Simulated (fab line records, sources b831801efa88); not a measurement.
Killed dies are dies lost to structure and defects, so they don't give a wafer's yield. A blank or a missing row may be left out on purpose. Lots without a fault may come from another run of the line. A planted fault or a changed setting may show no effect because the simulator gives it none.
fab line records | flow sky130
record lots=6 wafers=18 last_day=50
route steps=708 shown VT_ADJUST_HVTR@139 VT_ADJUST_PCH@143 PAD_OPEN@708
lots that met no fault: from a run of the same line without faults
start_h: hours from the record's first day to the start of the lot's first wafer shown | wait_h: hours since the lot's step before | " the same as in the row above | L1.1+2: a row that stands for several wafers | - no value, or no start given | * or withheld: withheld | < > ~ a bound
route shown NAME@n: a module of which the file shows steps, and the number in the route of the first | usual: mean/standard deviation of fault-free wafers | same: alike in all rows | chamber/n: place in a boat | sites: the reading at each site | _std_site: their standard deviation | _edge_site: outer sites' mean less inner sites' | radius_mm: how far each site lies from the wafer's centre | mask NAME#n: copy n | behind: the tool/chamber that last shaped the wafer | hold: why the lot was held/for how many hours/how that ended | device: the transistor (n, p or np) that didn't switch | end of line: the same wafers' tests at the end of the route | a step without rows: its recipe alone | killed: dies lost to structure and defects at the first sort, not the wafer's yield | map: a wafer's dies, x killed, . not, _ none there
set.NAME: the setting as run; set.NAME@STEP: as run at that earlier step | model.NAME: the simulator's own value behind a step, which no gauge read
lots at some steps of the route; a table a step, a row a wafer
services: from which hour (start_h, from the record's first day; less than 0 if before it) a tool's chamber was out of use, for how many hours, and why
## steps
# step SKY_VT_ADJUST_HVTR_OVL_MEAS_08
# usual VT_ADJUST_HVTR_OVL=-0.2/1.4
# columns lot.wafer tool chamber start_h wait_h VT_ADJUST_HVTR_OVL[nm]
L342.3 overlay-01 - 209.75 0.1 0.2
L342.4 " - " " 0.4
L342.6 " - " " 2.0
L343.1 overlay-01 - 217.80 0.1 -1.1
L343.5 " - " " -1.5
L343.6 " - " " -1.3
L345.1 overlay-01 - 232.30 0.1 -0.9
L345.2 " - " " -0.1
L345.3 " - " " 0.0
L355.3 overlay-02 - 300.55 0.1 -0.7
L355.4 " - " " 0.5
L355.6 " - " " -0.3
L359.1 overlay-02 - 336.74 0.1 1.8
L359.5 " - " " 0.1
L359.6 " - " " -1.5
L364.1 overlay-02 - 370.59 0.1 1.6
L364.2 " - " " 0.7
L364.6 " - " " 0.3
# step SKY_VT_ADJUST_HVTR_IMPLANT_09
# recipe species=B energy_kev=10 dose_cm2=2.1e+12 tilt_deg=withheld
# step SKY_VT_ADJUST_HVTR_STRIP_10
# recipe chemistry=O2/N2 power_w=1400 pressure_mtorr=1500 platen_temp_c=withheld o2_flow_sccm=3000 n2_flow_sccm=300 overash_fraction=0.5
# usual chamber_pressure_mTorr=1500.1/1.3 drypump_motor_current_A=5.9/0.41 oes_product_au=0.716/0.0044 strip_time_to_endpoint_s=14.17/0.039
# columns lot.wafer tool chamber start_h wait_h chamber_pressure_mTorr drypump_motor_current_A oes_product_au rf_hours_counter_h strip_time_to_endpoint_s
L342.3 plasma_asher-01 1 209.96 0.1 1501.0 6.0 0.713 - 14.20
L342.4 " 0 " " 1499.8 5.1 0.718 - 14.21
L342.6 " 1 " " 1500.9 6.1 0.714 - 14.21
L343.1 plasma_asher-02 1 217.99 0.1 1498.8 6.2 0.724 9 14.19
L343.5 " 0 " " 1498.4 6.0 0.722 - 14.17
L343.6 " 1 " " 1499.0 6.2 0.716 - 14.14
L345.1 plasma_asher-02 0 232.49 0.1 1501.9 6.0 0.718 11 14.22
L345.2 " 1 " " 1499.1 6.2 0.719 11 14.21
L345.3 " 0 " " 1499.8 6.0 0.711 - 14.23
L355.3 plasma_asher-03 1 300.76 0.1 1497.5 6.1 0.714 - 14.24
L355.4 " 0 " " 1501.8 6.5 0.713 - 14.20
L355.6 " 0 " " 1500.4 6.4 0.713 - 14.19
L359.1 plasma_asher-02 1 336.93 0.1 1501.7 6.2 0.713 19 14.16
L359.5 " 1 " " 1499.3 6.2 0.711 - 14.13
L359.6 " 0 " " 1501.8 6.0 0.715 - 14.20
L364.1 plasma_asher-03 0 370.78 0.1 1500.2 6.5 0.717 53 14.15
L364.2 " 1 " " 1502.2 6.1 0.712 53 14.13
L364.6 " 1 " " 1499.9 6.1 0.715 - 14.17
# step SKY_VT_ADJUST_HVTR_TW_MEAS_11
# usual VT_ADJUST_HVTR_TW=210.2/1.7
# columns lot.wafer tool chamber start_h wait_h VT_ADJUST_HVTR_TW
L342.3 film_metro-02 - 210.05 0.1 210.2
L342.4 " - " " 211.2
L342.6 " - " " 210.9
L343.1 film_metro-02 - 218.09 0.1 210.3
L343.5 " - " " 210.2
L343.6 " - " " 212.4
L345.1 film_metro-04 - 232.59 0.1 211.8
L345.2 " - " " 212.9
L345.3 " - " " 212.2
L355.3 film_metro-01 - 300.85 0.1 207.6
L355.4 " - " " 207.9
L355.6 " - " " 208.2
L359.1 film_metro-01 - 337.03 0.1 208.2
L359.5 " - " " 207.5
L359.6 " - " " 207.7
L364.1 film_metro-01 - 370.88 0.1 208.8
L364.2 " - " " 210.0
L364.6 " - " " 209.3
# step SKY_VT_ADJUST_PCH_DEHYDRATE_00
# recipe temp_c=200 time_s=60
# step SKY_VT_ADJUST_PCH_HMDS_01
# recipe prime_time_s=60 prime_temp_c=120
# step SKY_VT_ADJUST_PCH_COAT_02
# recipe spin_rpm=2000 resist_thk_nm=3000
# step SKY_VT_ADJUST_PCH_SOFTBAKE_03
# recipe temp_c=110 time_s=withheld
# step SKY_VT_ADJUST_PCH_EXPOSE_04
# recipe mask_id=NWM na=0.6 source_shape=conventional sigma_outer=0.6 polarization=unpolarized target_cd_nm=840 dose_mj=255
# step SKY_VT_ADJUST_PCH_PEB_05
# recipe temp_c=115 time_s=withheld
# step SKY_VT_ADJUST_PCH_DEVELOP_06
# recipe wall_angle_deg=90 developer=TMAH develop_time_s=60 dev_temp_c=23
# step SKY_VT_ADJUST_PCH_OVL_MEAS_07
# usual VT_ADJUST_PCH_OVL=-0.4/1.3
# columns lot.wafer tool chamber start_h wait_h VT_ADJUST_PCH_OVL[nm]
L342.3 overlay-02 - 232.76 - 0.7
L342.4 " - " " -0.2
L342.6 " - " " -1.6
L343.1 overlay-02 - 239.45 - -2.5
L343.5 " - " " -0.1
L343.6 " - " " -0.8
L345.1 overlay-02 - 254.70 - -0.4
L345.2 " - " " -2.3
L345.3 " - " " 1.3
L355.3 overlay-01 - 325.01 - -0.4
L355.4 " - " " -2.6
L355.6 " - " " 1.0
L359.1 overlay-02 - 364.60 - 1.0
L359.5 " - " " -0.3
L359.6 " - " " 1.8
L364.1 overlay-01 - 400.90 - 1.8
L364.2 " - " " 2.0
L364.6 " - " " 0.0
# step SKY_VT_ADJUST_PCH_IMPLANT_08
# recipe species=B energy_kev=10 dose_cm2=5e+11 tilt_deg=withheld
# usual beam_on_s=9.99/0.19 dose_ions_cm2=5e+11/5.4e+08 end_station_pressure_torr=4.98e-06/2.6e-07
# same implant_ion_amu=11
# columns lot.wafer tool chamber start_h wait_h beam_on_s dose_ions_cm2 end_station_pressure_torr
L342.3 implanter-04 0 232.83 0.1 10.28 4.994e+11 4.85e-06
L342.4 " 0 " " 9.85 5.005e+11 4.76e-06
L342.6 " 0 " " 10.00 4.991e+11 5.2e-06
L343.1 implanter-04 0 239.48 0.0 10.07 5.076e+11 4.78e-06
L343.5 " 0 " " 10.30 5.079e+11 5.16e-06
L343.6 " 0 " " 10.22 5.076e+11 4.86e-06
L345.1 implanter-04 0 254.73 0.0 10.24 5.061e+11 5.14e-06
L345.2 " 0 " " 9.77 5.075e+11 4.99e-06
L345.3 " 0 " " 9.84 5.073e+11 4.55e-06
L355.3 implanter-04 0 325.08 0.1 10.30 5.004e+11 4.95e-06
L355.4 " 0 " " 9.97 4.999e+11 4.86e-06
L355.6 " 0 " " 9.87 4.993e+11 5.52e-06
L359.1 implanter-04 0 364.63 0.0 10.29 5.005e+11 4.81e-06
L359.5 " 0 " " 9.98 4.991e+11 4.97e-06
L359.6 " 0 " " 9.86 4.991e+11 4.98e-06
L364.1 implanter-03 0 400.94 0.0 10.18 5.005e+11 4.52e-06
L364.2 " 0 " " 10.01 5.005e+11 5.33e-06
L364.6 " 0 " " 9.85 5e+11 4.59e-06
# step SKY_VT_ADJUST_PCH_STRIP_09
# recipe chemistry=O2/N2 power_w=1400 pressure_mtorr=1500 platen_temp_c=withheld o2_flow_sccm=3000 n2_flow_sccm=300 overash_fraction=0.5
# usual chamber_pressure_mTorr=1500.1/1.5 drypump_motor_current_A=6.16/0.2 oes_product_au=0.722/0.0048 strip_time_to_endpoint_s=36.93/0.085
# columns lot.wafer tool chamber start_h wait_h chamber_pressure_mTorr drypump_motor_current_A oes_product_au rf_hours_counter_h strip_time_to_endpoint_s
L342.3 plasma_asher-04 0 232.97 0.1 1499.3 5.90 0.716 - 36.86
L342.4 " 1 " " 1499.9 6.32 0.723 - 37.01
L342.6 " 0 " " 1500.9 5.90 0.724 - 36.95
L343.1 plasma_asher-03 1 239.63 0.1 1497.8 6.08 0.730 39 36.80
L343.5 " 0 " " 1500.5 6.46 0.724 - 37.03
L343.6 " 1 " " 1499.3 6.05 0.720 - 36.94
L345.1 plasma_asher-03 1 254.88 0.1 1499.6 6.08 0.723 41 37.09
L345.2 " 0 " " 1502.8 6.45 0.733 41 37.05
L345.3 " 0 " " 1498.1 6.45 0.724 - 36.96
L355.3 plasma_asher-03 0 325.22 0.1 1504.8 6.46 0.719 - 36.83
L355.4 " 1 " " 1500.9 6.08 0.728 - 36.80
L355.6 " 0 " " 1497.8 6.47 0.726 - 36.92
L359.1 plasma_asher-02 1 364.78 0.1 1501.9 6.14 0.718 21 37.06
L359.5 " 0 " " 1500.2 5.98 0.720 - 36.89
L359.6 " 1 " " 1500.5 6.16 0.721 - 36.88
L364.1 plasma_asher-04 1 401.09 0.1 1500.9 6.33 0.719 72 36.89
L364.2 " 0 " " 1499.2 5.90 0.724 72 36.88
L364.6 " 1 " " 1501.5 6.33 0.728 - 36.80
# step SKY_PAD_OPEN_PROBE_99
# usual killed_at_M0_to_M3=45/7 killed_at_M4_up=3.4/1.8 killed_at_contacts=24/5.4 killed_at_front_end=16/4.8 killed_at_other=0.4/0.62 killed_dies=89/10 killed_open=48/7.2 killed_short=40/6.3
# same gross_dies=492 killed_at_back_side=0
# columns lot.wafer tool chamber start_h wait_h killed_at_M0_to_M3 killed_at_M4_up killed_at_contacts killed_at_front_end killed_at_other killed_dies killed_open killed_short
L342.3 prober-01 - 1081.52 0.2 50 3 26 18 0 97 56 41
L342.4 prober-01 - 1081.57 0.2 39 5 21 12 1 78 41 37
L342.6 prober-01 - 1081.67 0.2 43 3 24 23 1 94 46 48
L345.1 prober-02 - 1102.11 0.1 38 3 31 15 0 87 46 41
L345.2 prober-02 - 1102.16 0.1 35 1 16 10 0 62 34 27
L345.3 prober-02 - 1102.21 0.2 44 2 19 13 0 78 52 25
L355.3 prober-02 - 1150.07 0.2 42 4 21 10 2 79 36 42
L355.4 prober-02 - 1150.12 0.2 35 2 35 16 0 88 43 44
L355.6 prober-02 - 1150.22 0.2 54 2 33 9 0 98 56 42
L359.1 prober-01 - 1178.42 0.1 47 7 28 15 2 99 51 48
L359.5 prober-01 - 1178.62 0.2 44 3 24 14 0 85 47 36
L359.6 prober-01 - 1178.67 0.2 38 5 23 13 0 79 43 36
# killed by level:class
L342.3 LI_CONTACT:geometric_particle:open=12 VIA1:geometric_particle:open=9 POLY_GATE:geometric_particle:short=7 CONTACT:geometric_particle:open=7 VIA2:geometric_particle:open=7 VIA3:geometric_particle:open=7 LOCAL_INTERCONNECT:geometric_particle:short=5 VIA1:geometric_particle:short=5
L342.4 CONTACT:geometric_particle:open=8 VIA2:geometric_particle:open=8 VIA1:geometric_particle:open=7 CONTACT:geometric_particle:short=6 LI_CONTACT:geometric_particle:open=5 VIA3:geometric_particle:open=5 POLY_GATE:geometric_particle:short=4 METAL2:geometric_particle:short=4
L342.6 VIA1:geometric_particle:open=12 POLY_GATE:geometric_particle:short=9 CONTACT:geometric_particle:open=7 POLY_GATE:geometric_particle:open=5 LI_CONTACT:geometric_particle:short=5 LI_CONTACT:geometric_particle:open=5 METAL1:geometric_particle:short=5 METAL2:geometric_particle:short=5
L345.1 VIA1:geometric_particle:open=12 CONTACT:geometric_particle:open=10 LI_CONTACT:geometric_particle:open=8 LOCAL_INTERCONNECT:geometric_particle:short=6 CONTACT:geometric_particle:short=6 POLY_GATE:geometric_particle:short=5 VIA1:geometric_particle:short=4 VIA2:geometric_particle:short=4
L345.2 CONTACT:geometric_particle:open=7 VIA1:geometric_particle:open=7 METAL2:geometric_particle:short=6 LI_CONTACT:geometric_particle:open=6 VIA1:geometric_particle:short=4 SPACER:geometric_particle:open=3 VIA2:geometric_particle:open=3 VIA2:geometric_particle:short=3
L345.3 VIA1:geometric_particle:open=14 VIA2:geometric_particle:open=9 LI_CONTACT:geometric_particle:open=8 CONTACT:geometric_particle:open=6 VIA3:geometric_particle:open=6 POLY_GATE:geometric_particle:short=3 VIA1:geometric_particle:short=3 METAL3:geometric_particle:short=3
L355.3 METAL1:geometric_particle:short=12 VIA3:geometric_particle:open=6 LI_CONTACT:geometric_particle:open=5 CONTACT:geometric_particle:open=5 VIA2:geometric_particle:open=5 METAL2:geometric_particle:short=5 FIELD_ISO:geometric_particle:open=4 LOCAL_INTERCONNECT:geometric_particle:short=4
L355.4 CONTACT:geometric_particle:open=16 METAL2:geometric_particle:short=9 VIA1:geometric_particle:open=9 LOCAL_INTERCONNECT:geometric_particle:short=8 POLY_GATE:geometric_particle:short=5 FIELD_ISO:geometric_particle:open=4 LI_CONTACT:geometric_particle:short=4 VIA3:geometric_particle:open=4
L355.6 CONTACT:geometric_particle:open=13 VIA1:geometric_particle:open=11 LI_CONTACT:geometric_particle:open=10 VIA1:geometric_particle:short=8 VIA2:geometric_particle:open=8 METAL1:geometric_particle:short=6 VIA3:geometric_particle:open=6 VIA3:geometric_particle:short=5
L359.1 VIA1:geometric_particle:open=12 CONTACT:geometric_particle:open=10 VIA3:geometric_particle:open=7 LI_CONTACT:geometric_particle:open=6 VIA2:geometric_particle:open=6 METAL4:geometric_particle:short=5 POLY_GATE:geometric_particle:short=5 METAL3:geometric_particle:short=5
L359.5 VIA2:geometric_particle:open=12 VIA1:geometric_particle:open=9 CONTACT:geometric_particle:open=8 CONTACT:geometric_particle:short=7 POLY_GATE:geometric_particle:open=6 METAL1:geometric_particle:short=6 VIA1:geometric_particle:short=5 METAL2:geometric_particle:short=5
L359.6 VIA1:geometric_particle:open=14 CONTACT:geometric_particle:open=9 LOCAL_INTERCONNECT:geometric_particle:short=6 VIA1:geometric_particle:short=6 VIA2:geometric_particle:open=5 METAL2:geometric_particle:short=5 LI_CONTACT:geometric_particle:short=4 POLY_GATE:geometric_particle:short=3
## services
# columns tool chamber start_h hours kind
implanter-03 - 186.27 0.7 repair
plasma_asher-03 - 226.11 2.4 repair
plasma_asher-04 - 240.21 2.1 repair
plasma_asher-03 - 260.45 1.1 repair
plasma_asher-04 - 264.11 0.7 repair
plasma_asher-02 - 307.36 22.6 repair
implanter-04 - 331.37 3.7 pm
plasma_asher-02 - 338.63 8.5 repair
plasma_asher-02 - 373.13 2.5 repair
implanter-03 - 377.44 2.7 repair
implanter-03 - 385.76 3.1 pm
## key
first_sign step=SKY_VT_ADJUST_PCH_IMPLANT_08 reading=dose_ions_cm2 direction=up sigmas=13 usual=* struck=*
effect none on later readings
met_at SKY_VT_ADJUST_PCH_IMPLANT_08
struck_wafers L343.1,L343.5,L343.6,L345.1,L345.2,L345.3
tester_left_out L343,L345
onset_between 232.83 239.48
fault kind=process_parameter_drift tool=implanter-04 chamber=- onset_h=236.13 steps=SKY_VT_ADJUST_PCH_IMPLANT_08 channel=dose_cm2 offset=* shape=step end_h=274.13 acts_in=* stated=*
# tester_left_out: of these lots the tester's yield and bins aren't shown, on N5 and GAA mostly nor the transistor test; their killed dies are dies lost to structure and defects alone, not to doping, threshold or leakage, so they don't give the yield
